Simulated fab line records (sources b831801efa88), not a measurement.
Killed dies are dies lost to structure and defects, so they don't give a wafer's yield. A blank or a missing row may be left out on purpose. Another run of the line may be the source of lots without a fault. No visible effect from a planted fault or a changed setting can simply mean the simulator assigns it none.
A struck lot beside a sound one -- flow sky130 -- 34 out of 708 route steps
Sound: the wafers L148.1, L148.3, L148.4. Wafers L139.3, L139.5, L139.6 were the ones struck. Last of all comes the cause.
Each step with rows lists, per side, the tool, then ch with its chambers, then its first start. Under that, the readings that differ: sound wafers -- struck wafers -- difference of the means -- sigmas: that difference in standard deviations of wafers without a fault.
alike: words and numbers the same on both sides, and readings whose means are apart by under 2 such deviations; not compared: readings that were withheld, readings missing a value for some wafer, numbers with overlapping values and no deviation given by the record, and bounds like >300 which may hide the same value.
Wherever a step has rows on one side only, a row that says differs or no value, or a row with sigmas, the two part there. Numbers that have no deviation but don't overlap get no sigmas and don't part them. A reading missing from all wafers of one side parts the sides only when that side holds two or more wafers.

first, 7 steps without rows for these wafers: SKY_SONOS_TUNNEL_DEVELOP_06 (develop time 60 s); SKY_SONOS_TUNNEL_IMPLANT_09; SKY_SONOS_TUNNEL_WET_ETCH_10 (etches SiO2 in dHF, target depth 14 nm, time 280 s); SKY_SONOS_TUNNEL_STRIP_11 (strips in SPM, time 600 s); SKY_SONOS_TUNNEL_CLEAN_13 (cleans in dHF, time 20 s); SKY_SONOS_ONO_OXIDATION_00 (stabilise 600 s, purge 300 s, target thk 2.6 nm); SKY_SONOS_ONO_CVD_02 (deposits Si3N4 from DCS/NH3, target thk 10.5 nm, time 180 s).
SKY_SONOS_ONO_CVD_04: deposits SiO2 from SiH4/N2O, target thk 5.7199 nm.
  sound on lpcvd-03 ch 0, day 18 21:23; struck on lpcvd-03 ch 0, day 16 01:44
reading,sound,struck,difference,sigmas
model.SiO2_of_SONOS_ONO_CVD_04.thk_nm (nm),5.78 5.835 5.775,6.723 6.674 6.718,+0.908,
SKY_SONOS_ONO_THK_MEAS_05:
  sound on film_metro-01 at day 18 22:38; struck on film_metro-01 at day 16 03:01
reading,sound,struck,difference,sigmas
SONOS_ONO_CVD_04_THK (nm),5.77 5.82 5.79,6.74 6.67 6.72,+0.92,+10
then, 23 steps without rows for these wafers: SKY_SONOS_ONO_DEHYDRATE_06 (time 60 s); SKY_SONOS_ONO_HMDS_07 (prime time 60 s); SKY_SONOS_ONO_COAT_08 (resist thk 1140 nm); SKY_SONOS_ONO_SOFTBAKE_09 (time 60 s); SKY_SONOS_ONO_EXPOSE_10 (exposes mask ONOM, target cd 410 nm); SKY_SONOS_ONO_PEB_11; SKY_SONOS_ONO_DEVELOP_12 (develop time 60 s); SKY_SONOS_ONO_ETCH_15 (etches the open film in CHF3/O2, target depth 19.52 nm, time 7.8 s); SKY_SONOS_ONO_WET_ETCH_16 (etches SiO2 in dHF, target depth 14 nm, time 280 s); SKY_SONOS_ONO_STRIP_17 (strips in O2/N2); SKY_SONOS_ONO_WET_ETCH_18 (etches Si3N4 in H3PO4, target depth 15 nm, time 172 s); SKY_GATE_OXIDE_CLEAN_00 (cleans in SC1/SC2, time 150 s); SKY_GATE_OXIDE_OXIDATION_01 (stabilise 600 s, purge 300 s, target thk 10.268 nm); SKY_GATE_OXIDE_DEHYDRATE_03 (time 60 s); SKY_GATE_OXIDE_HMDS_04 (prime time 60 s); SKY_GATE_OXIDE_COAT_05 (resist thk 1140 nm); SKY_GATE_OXIDE_SOFTBAKE_06 (time 60 s); SKY_GATE_OXIDE_EXPOSE_07 (exposes mask LVOM, target cd 600 nm); SKY_GATE_OXIDE_PEB_08; SKY_GATE_OXIDE_DEVELOP_09 (develop time 60 s); SKY_GATE_OXIDE_IMPLANT_11; SKY_GATE_OXIDE_WET_ETCH_12 (etches SiO2 in dHF, target depth 16.8 nm, time 336 s); SKY_GATE_OXIDE_STRIP_13 (strips in O2/N2).
-- the record jumps here: 3 days lie between the struck wafers' starts before and after --
SKY_GATE_OXIDE_CLEAN_15: cleans in SC1/SC2, time 150 s.
  sound on wet_bench-03 ch 2, day 21 15:12; struck on wet_bench-02 ch 1, day 18 15:50
reading,sound,struck,difference,sigmas
model.SiO2_of_SONOS_ONO_CVD_04.thk_nm (nm),4.267 4.323 4.258,5.221 5.172 5.213,+0.919,
-- here the record skips 30 days between the struck wafers' starts before and after, leaving off in module GATE_OXIDE and picking up in module PAD_OPEN (first step shown: number 708 of the route) --
SKY_PAD_OPEN_PROBE_99:
  sound on prober-02 at day 51 00:38; struck on prober-01 at day 49 02:34
reading,sound,struck,difference,sigmas
model.etest.sonos_erased.drive_ua_um,224.9 155.6 185.8,143.3 112.8 122.1,-62.7,
model.etest.sonos_uncharged.r_on_ohm_um,811.3 818 829.6,848.4 837.1 840.1,+22.2,
model.etest.sonos_programmed.off_log10_a_um,-13.98 -13.86 -13.95,-11.85 -11.67 -13.01,+1.75,
model.etest.cap_ono.gate_log10_a_cm2,-8.008 -8.159 -7.951,-9.374 -9.301 -9.295,-1.284,
model.etest.cap_ono.gate_bv_v (V),16.19 16.67 16.36,17.51 17.62 17.37,+1.09,
model.etest.cap_ono.tox_acc_nm (nm),12.95 13.06 12.96,13.98 14.06 13.97,+1.01,
model.etest.sonos_programmed.vt_v (V),1.434 1.388 1.405,0.7922 0.7746 0.8982,-0.5873,
model.etest.sonos_erased.vt_v (V),-2.31 -2.194 -2.273,-1.718 -1.651 -1.716,+0.564,
  alike: killed_at_M0_to_M3, killed_at_M4_up, killed_at_contacts, killed_at_front_end, killed_at_other, killed_dies, killed_open, killed_short

## WHERE THEY PART
At SKY_SONOS_ONO_THK_MEAS_05 and nowhere else, as far as this record goes. Later steps at which nothing parts them and some readings are alike: SKY_PAD_OPEN_PROBE_99.

WHY: whatever the simulator had introduced
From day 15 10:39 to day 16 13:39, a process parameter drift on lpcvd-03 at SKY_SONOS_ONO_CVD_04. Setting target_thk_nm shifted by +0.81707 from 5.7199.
